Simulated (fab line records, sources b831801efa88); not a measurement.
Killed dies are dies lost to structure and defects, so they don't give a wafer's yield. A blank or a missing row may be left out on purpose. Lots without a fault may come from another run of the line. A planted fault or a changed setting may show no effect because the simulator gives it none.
Tool commonality check | flow gf180mcu | 12 lots, 36 wafers sampled

WHY IT WAS OPENED
At GF_V3_CD_MEAS_14 the reading cd_nm is flagged on 2 of 12 lots. Wafers without a fault read 259.7 nm, standard deviation 1.
Rule: a lot is flagged when every wafer of it that has a number lies more than 4 standard deviations from that mean, or none has a number. The other lots count as sound.

lot  | measured     | on        | cd_nm (nm), wafer by wafer | flag
L737 | day 22 07:28 | cd_sem-01 | 261.4 261.6 261.3          |
L738 | day 22 23:56 | cd_sem-01 | 258.5 259.9 257.9          |
L739 | day 23 04:38 | cd_sem-02 | 259.6 260.0 259.9          |
L740 | day 23 09:38 | cd_sem-01 | 259.5 260.3 260.1          |
L741 | day 23 22:37 | cd_sem-02 | 257.8 258.4 258.2          |
L747 | day 26 01:31 | cd_sem-02 | 260.5 260.6 259.7          |
L749 | day 26 08:58 | cd_sem-02 | 260.0 259.6 259.7          |
L750 | day 26 22:01 | cd_sem-01 | 260.4 260.3 260.2          |
L751 | day 27 05:51 | cd_sem-02 | 268.2 268.4 267.6          | FLAGGED
L752 | day 27 23:29 | cd_sem-01 | 266.0 265.5 266.7          | FLAGGED
L758 | day 29 01:26 | cd_sem-01 | 260.9 259.2 260.6          |
L759 | day 29 13:25 | cd_sem-01 | 258.8 259.7 259.1          |
The numbers of the flagged lots are 267.1 nm on average: +7.4 nm against the usual, or +7 standard deviations.

WHICH TOOL RAN EACH LOT
The record holds 2 process steps before the reading, out of a route of 602 steps. In each cell: the tool, then ch and the chambers that the sampled wafers went through, then the start.
lot  | flag    | GF_M3_SPUTTER_04             | GF_V3_COAT_09
L737 |         | pvd_sputter-01, day 20 06:17 | litho_track-04 ch 0, day 21 20:00
L738 |         | pvd_sputter-01, day 21 00:05 | litho_track-01 ch 0, day 22 11:00
L739 |         | pvd_sputter-04, day 21 04:05 | litho_track-04 ch 0, day 22 16:00
L740 |         | pvd_sputter-04, day 21 10:20 | litho_track-01 ch 0, day 22 23:00
L741 |         | pvd_sputter-03, day 22 00:13 | litho_track-01 ch 0, day 23 10:00
L747 |         | pvd_sputter-04, day 24 05:28 | litho_track-01 ch 0, day 25 14:00
L749 |         | pvd_sputter-04, day 24 12:10 | litho_track-01 ch 0, day 25 22:00
L750 |         | pvd_sputter-04, day 25 02:55 | litho_track-01 ch 0, day 26 10:00
L751 | FLAGGED | pvd_sputter-03, day 25 10:17 | litho_track-01 ch 0, day 26 19:00
L752 | FLAGGED | pvd_sputter-04, day 26 04:47 | litho_track-01 ch 0, day 27 13:00
L758 |         | pvd_sputter-03, day 27 09:55 | litho_track-03 ch 0, day 28 16:00
L759 |         | pvd_sputter-04, day 27 23:10 | litho_track-03 ch 0, day 29 03:00
What these steps do:
- GF_M3_SPUTTER_04: material TiN, target thk 50 nm, time 41.7 s.
- GF_V3_COAT_09: resist thk 1000 nm.
- GF_V3_CD_MEAS_14: target cd 260 nm.

FLAGGED OVER TOTAL, TOOL BY TOOL (the gauges that took the reading come last)
step             | tool           | lots run | flagged | share of the flagged lots | sound lots run after its first flagged lot
GF_M3_SPUTTER_04 | pvd_sputter-01 | 2        | 0       | none                      | -
GF_M3_SPUTTER_04 | pvd_sputter-03 | 3        | 1       | some                      | 1 (L758)
GF_M3_SPUTTER_04 | pvd_sputter-04 | 7        | 1       | some                      | 1 (L759)
GF_V3_COAT_09    | litho_track-01 | 8        | 2       | all                       | 0
GF_V3_COAT_09    | litho_track-03 | 2        | 0       | none                      | -
GF_V3_COAT_09    | litho_track-04 | 2        | 0       | none                      | -
GF_V3_CD_MEAS_14 | cd_sem-01      | 7        | 1       | some                      | 2 (L758,L759)
GF_V3_CD_MEAS_14 | cd_sem-02      | 5        | 1       | some                      | 0

WHAT THE TABLE ALLOWS
1 row of the table ran every flagged lot: litho_track-01 at GF_V3_COAT_09.
- litho_track-01 at GF_V3_COAT_09: 2 of its 8 lots flagged. Its last sound lot is L750 (day 26 10:00), its first flagged lot L751 (day 26 19:00): a fault that began between those two fits.
One tool is left: litho_track-01 at GF_V3_COAT_09.

WHAT THE SIMULATOR HAD PUT IN
Process parameter drift: litho_track-01, from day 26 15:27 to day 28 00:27, at GF_V3_COAT_09. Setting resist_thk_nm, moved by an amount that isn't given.
Lots struck among those shown: L751, L752. The rule above found the same.
